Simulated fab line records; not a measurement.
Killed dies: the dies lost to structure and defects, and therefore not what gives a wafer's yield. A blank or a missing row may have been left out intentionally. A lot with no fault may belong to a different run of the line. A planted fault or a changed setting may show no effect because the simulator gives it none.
A struck lot beside a sound one / flow gf180mcu / 18 out of 602 route steps
Sound: the wafers L573.1, L573.2, L573.4. Struck: wafer L575.3. (L575.2, L575.5 of the same lot were not struck and are left out.) The cause comes at the end.
Each step with rows lists, per side, the tool, then ch with its chambers, then its first start. Under that, the readings that differ: sound wafers / struck wafers / difference of the means / sigmas: that difference in standard deviations of wafers without a fault.
alike: readings with means less than 2 such deviations apart, plus words and numbers identical on both sides. not compared: withheld readings, readings lacking a value on some wafer, bounds such as >300 that could conceal the same value, and numbers that have no deviation in the record and whose values overlap.
A row with sigmas, a row that says differs or no value, or rows on one side alone: a step with any of these is where the two part. Non-overlapping numbers with no deviation appear without sigmas and do not part them. A reading that every wafer of one side lacks parts them only if that side has two wafers or more.

first, 2 steps without rows for these wafers: GF_CONTACT_PEB_12 (peb time 90 s); GF_CONTACT_DEVELOP_13 (develop time 60 s).
GF_CONTACT_CD_MEAS_14 targets a cd of 220 nm.
  sound: cdSem-01 at day 19 14:19; struck: cdSem-02 at day 20 11:07
  alike: cdNm
GF_CONTACT_OVL_MEAS_15:
  sound: overlay-02 at day 19 14:26; struck: overlay-02 at day 20 11:14
  alike: CONTACT_OVL
GF_CONTACT_ETCH_16: etches BARC in N2/H2.
  sound on rieDiel-03 ch 1,2, day 19 14:28; struck on rieDiel-02 ch 0, day 20 11:16
  alike: drypumpMotorCurrentA, oesProductAu, throttleValvePct
then, 1 step without rows for these wafers: GF_CONTACT_ETCH_17 (etches SiO2 in C4F8/O2/Ar, stops on CoSi2, target depth 860 nm).
GF_CONTACT_STRIP_18: strips in O2/N2.
  sound on plasmaAsher-01 ch 0,1, day 19 14:38; struck on plasmaAsher-01 ch 1, day 20 11:25
  alike: drypumpMotorCurrentA, heaterPowerW, oesProductAu
  not compared: rfHoursCounterH
then, 3 steps without rows for these wafers: GF_CONTACT_CLEAN_19 (cleans in SPM); GF_CONTACT_CLEAN_20 (cleans in DIW); GF_CONTACT_CLEAN_21 (cleans in dHF, time 20 s).
GF_CONTACT_SPUTTER_22: material Ti, target thk 15 nm, time 80.02 s.
  sound: pvdSputter-01 at day 19 14:56; struck: pvdSputter-04 at day 20 11:44
  alike: cathodeDcPowerW, throttleValvePct
GF_CONTACT_SPUTTER_23: material TiN, target thk 10 nm, time 40 s.
  sound: pvdSputter-01 at day 19 15:00; struck: pvdSputter-04 at day 20 11:47
  alike: cathodeDcPowerW, throttleValvePct
GF_CONTACT_CVD_24: deposits W, target thk 300 nm, time 90.339 s.
  sound on cvdW-02 ch 0,1, day 19 15:02; struck on cvdW-01 ch 0, day 20 11:50
reading=heaterPowerW (W); sound=891 879 897; struck=810; difference=-79; sigmas=-2
reading=model.W_of_CONTACT_CVD_24.thkNm (nm); sound=294.2 296.1 296; struck=82.4; difference=-213.0; sigmas=
  alike: chamberPressureTorr, heaterPowerOuterW
GF_CONTACT_RS_MEAS_25: uses a four-point probe to measure.
  sound: filmMetro-03 at day 19 15:08; struck: filmMetro-03 at day 20 11:57
reading=CONTACT_W_RS (ohm/sq); sound=0.389 0.388 0.387; struck=1.437; difference=+1.049; sigmas=+99 or more
GF_CONTACT_THK_MEAS_26: measures by xrf.
  sound: filmMetro-03 at day 19 15:16; struck: filmMetro-03 at day 20 12:04
reading=CONTACT_W_THK (nm); sound=297 298 299; struck=83; difference=-215; sigmas=-54
GF_CONTACT_CMP_27: polishes, stops on SiO2, t overpolish 15 s, target thk 0 nm.
  sound on cmp-01 ch 0,1,2, day 19 15:19; struck on cmp-02 ch 3, day 20 12:10
reading=timeToEndpointS (s); sound=65 69 68; struck=24; difference=-43; sigmas=-11
  alike: motorCurrentA
GF_M1_SPUTTER_00: material Ti, target thk 37.5 nm, time 150 s.
  sound: pvdSputter-01 at day 19 15:37; struck: pvdSputter-01 at day 20 12:25
  alike: cathodeDcPowerW, throttleValvePct
-- the record jumps here: 12 days lie between the struck wafers' starts before and after (it left off in module M1 and takes up again in module PASSIVATION, whose first step shown is number 602 of the route) --
GF_PASSIVATION_PROBE_99:
  rows exist in the record for the struck wafers here (prober-02, day 32 10:46), but not for the sound ones

## WHERE THEY PART
First at GF_CONTACT_CVD_24; last, within this record, at GF_PASSIVATION_PROBE_99.

WHY: whatever the simulator had introduced
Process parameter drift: cvdW-01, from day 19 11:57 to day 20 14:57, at GF_CONTACT_CVD_24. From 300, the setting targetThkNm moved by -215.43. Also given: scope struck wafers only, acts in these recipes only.
